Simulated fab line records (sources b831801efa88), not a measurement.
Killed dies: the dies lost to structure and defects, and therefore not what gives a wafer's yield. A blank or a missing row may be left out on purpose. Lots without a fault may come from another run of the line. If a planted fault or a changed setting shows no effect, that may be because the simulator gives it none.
Which tool was responsible? | flow gf180mcu | 15 lots, 45 wafers sampled, at 5 steps of a route of 602

## WHAT THE GAUGES SHOWED, per wafer
GF_HV_LDD_OVL_MEAS_32.
lot  | measured     | on         | HV_LDD_02_OVL (nm)
L560 | day 11 16:57 | overlay-01 | -0.5 -1.8 -0.6
L564 | day 13 05:05 | overlay-02 | -0.7 -0.4 1.2
L565 | day 13 13:11 | overlay-02 | 0.4 1.4 0.9
L566 | day 13 20:41 | overlay-01 | -1.2 -3.5 -0.4
L568 | day 14 11:26 | overlay-02 | 1.0 1.0 1.4
L569 | day 14 21:50 | overlay-01 | -0.6 -1.1 0.1
L570 | day 15 02:14 | overlay-01 | -2.5 -2.9 -0.6
L571 | day 15 08:14 | overlay-01 | -1.4 -1.3 0.2
L572 | day 15 18:44 | overlay-01 | 204.3 203.6 201.6 205.2 203.3 202.2
L573 | day 16 01:08 | overlay-02 | -0.8 -0.5 1.5
L574 | day 16 06:17 | overlay-01 | 201.9 202.3 201.0 202.2 202.6 200.7
L577 | day 17 19:47 | overlay-01 | -0.4 -0.7 -1.8
L579 | day 18 03:29 | overlay-02 | 204.0 202.7 203.7 203.9 202.7 203.9
L580 | day 18 13:17 | overlay-02 | 0.9 1.1 1.0
L581 | day 19 02:50 | overlay-02 | -0.9 1.7 0.3

GF_V1_THK_MEAS_01.
lot  | measured     | on            | V1_CVD_00_THK (nm)
L560 | day 17 06:10 | film_metro-01 | 591 604 596
L564 | day 19 01:49 | film_metro-02 | 596 594 597
L565 | day 19 13:00 | film_metro-01 | 607 605 609
L566 | day 19 18:40 | film_metro-04 | 593 601 604
L568 | day 20 13:35 | film_metro-02 | 598 598 601
L569 | day 21 03:35 | film_metro-01 | 609 611 603
L570 | day 21 08:16 | film_metro-02 | 611 617 610
L571 | day 21 16:15 | film_metro-02 | 601 601 602
L573 | day 22 07:41 | film_metro-01 | 615 609 606
L577 | day 24 04:48 | film_metro-01 | 608 600 613
L580 | day 24 18:34 | film_metro-02 | 604 595 599
L581 | day 25 07:34 | film_metro-01 | 598 593 596

GF_V1_BOW_MEAS_05.
lot  | measured     | on            | V1_BOW (um)
L560 | day 17 06:41 | film_metro-02 | 72 67 81
L564 | day 19 02:19 | film_metro-04 | 86 86 76
L565 | day 19 13:29 | film_metro-02 | 85 80 80
L566 | day 19 19:10 | film_metro-04 | 80 77 82
L568 | day 20 14:05 | film_metro-02 | 99 84 66
L569 | day 21 04:04 | film_metro-04 | 82 82 91
L570 | day 21 08:46 | film_metro-04 | 75 87 73
L571 | day 21 16:44 | film_metro-02 | 82 87 95
L573 | day 22 08:10 | film_metro-04 | 82 75 74
L577 | day 24 05:19 | film_metro-01 | 85 91 89
L580 | day 24 19:04 | film_metro-02 | 77 85 86
L581 | day 25 08:04 | film_metro-04 | 83 86 83

GF_V1_CD_MEAS_14 targets a cd of 260 nm.
lot  | measured     | on        | cd_nm (nm)
L560 | day 18 05:52 | cd_sem-02 | 258.9 259.8 257.9
L564 | day 20 02:50 | cd_sem-02 | 261.7 260.3 260.2
L565 | day 20 14:04 | cd_sem-02 | 259.5 259.0 259.3
L566 | day 20 19:29 | cd_sem-01 | 260.8 261.8 261.6
L568 | day 21 14:22 | cd_sem-01 | 259.7 259.9 261.3
L569 | day 22 03:43 | cd_sem-01 | 259.8 259.6 261.2
L570 | day 22 08:38 | cd_sem-02 | 259.5 259.0 259.0
L571 | day 22 16:10 | cd_sem-02 | 261.4 260.5 260.9
L573 | day 23 07:43 | cd_sem-02 | 260.6 260.3 259.3
L577 | day 25 03:06 | cd_sem-01 | 261.9 263.0 262.0
L580 | day 25 16:58 | cd_sem-02 | 260.4 259.7 259.4
L581 | day 26 05:05 | cd_sem-01 | 258.8 259.2 259.2

## TOOL THAT RAN EACH LOT (tool first, then ch and the chambers of the sampled wafers, then the start)
lot  | GF_HV_LDD_EXPOSE_28
L560 | iline_stepper-02 ch 0, day 11 07:38
L564 | iline_stepper-02 ch 0, day 12 19:06
L565 | iline_stepper-01 ch 0, day 13 03:53
L566 | iline_stepper-01 ch 0, day 13 10:26
L568 | iline_stepper-02 ch 0, day 14 01:37
L569 | iline_stepper-02 ch 0, day 14 11:25
L570 | iline_stepper-02 ch 0, day 14 16:08
L571 | iline_stepper-01 ch 0, day 14 22:47
L572 | iline_stepper-02 ch 0, day 15 07:56
L573 | iline_stepper-01 ch 0, day 15 14:47
L574 | iline_stepper-02 ch 0, day 15 19:58
L577 | iline_stepper-01 ch 0, day 17 08:03
L579 | iline_stepper-02 ch 0, day 17 16:20
L580 | iline_stepper-01 ch 0, day 18 01:32
L581 | iline_stepper-01 ch 0, day 18 14:14
- GF_HV_LDD_EXPOSE_28: exposes mask Nplus HV AREA, target cd 400 nm.

## WHAT THE TOOLS THEMSELVES READ (means of the sampled wafers that have a number; where no wafer has one, the mark that the record gives instead)
GF_HV_LDD_EXPOSE_28.
lot  | tool             | reticle_temp_C (C)
L560 | iline_stepper-02 | 23.09
L564 | iline_stepper-02 | 23.09
L565 | iline_stepper-01 | 23.07
L566 | iline_stepper-01 | 22.90
L568 | iline_stepper-02 | 23.02
L569 | iline_stepper-02 | 23.03
L570 | iline_stepper-02 | 23.09
L571 | iline_stepper-01 | 23.06
L572 | iline_stepper-02 | 23.04
L573 | iline_stepper-01 | 22.88
L574 | iline_stepper-02 | 23.10
L577 | iline_stepper-01 | 22.83
L579 | iline_stepper-02 | 23.00
L580 | iline_stepper-01 | 23.07
L581 | iline_stepper-01 | 23.06

## THE ANSWER, worked out from the rows above alone
Rule: what is usual is taken from the lots themselves. The widest of any qualifying gaps counts: lots, ordered by their means at a reading, are off when they make up no more than a third of the lots, leave a main group of 4 or more, and stand apart from it by 3 or more times the standard deviation of that group's means. If all means in a main group match to the digits the tables above print for the reading, that group is not used. A lot without any number at a reading at which 4 lots or more have one is off too. The other lots that the step has rows for count as sound. After the gauges, taken in route order, come the tools' own readings; for these a lot's mean is taken, as printed above. At the first step where some lot is off, the reading lying furthest off is the one used; lots without a number count as furthest.
Off: at GF_HV_LDD_OVL_MEAS_32 (HV_LDD_02_OVL), L572, L574, L579. For the main group the mean is -0.3 nm and the standard deviation 1.
A tool fits if, at a process step before that reading, it ran every lot that is off, and no sound lot after the first of them. The gauges at GF_HV_LDD_OVL_MEAS_32 are tried like those tools. One fits: iline_stepper-02 at GF_HV_LDD_EXPOSE_28. A fault onset in the window from L570 (day 14 16:08, its last sound lot) to L572 (day 15 07:56, its first lot off) fits.

## WHAT THE SIMULATOR HAD INSERTED
Scanner matching overlay: iline_stepper-02, from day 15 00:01 on, at GF_HV_LDD_EXPOSE_28. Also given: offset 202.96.
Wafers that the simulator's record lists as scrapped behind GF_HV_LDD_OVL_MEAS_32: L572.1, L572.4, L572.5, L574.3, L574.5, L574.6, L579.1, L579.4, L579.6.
Lots struck among those shown: L572, L574, L579. The rule above reached the same finding.
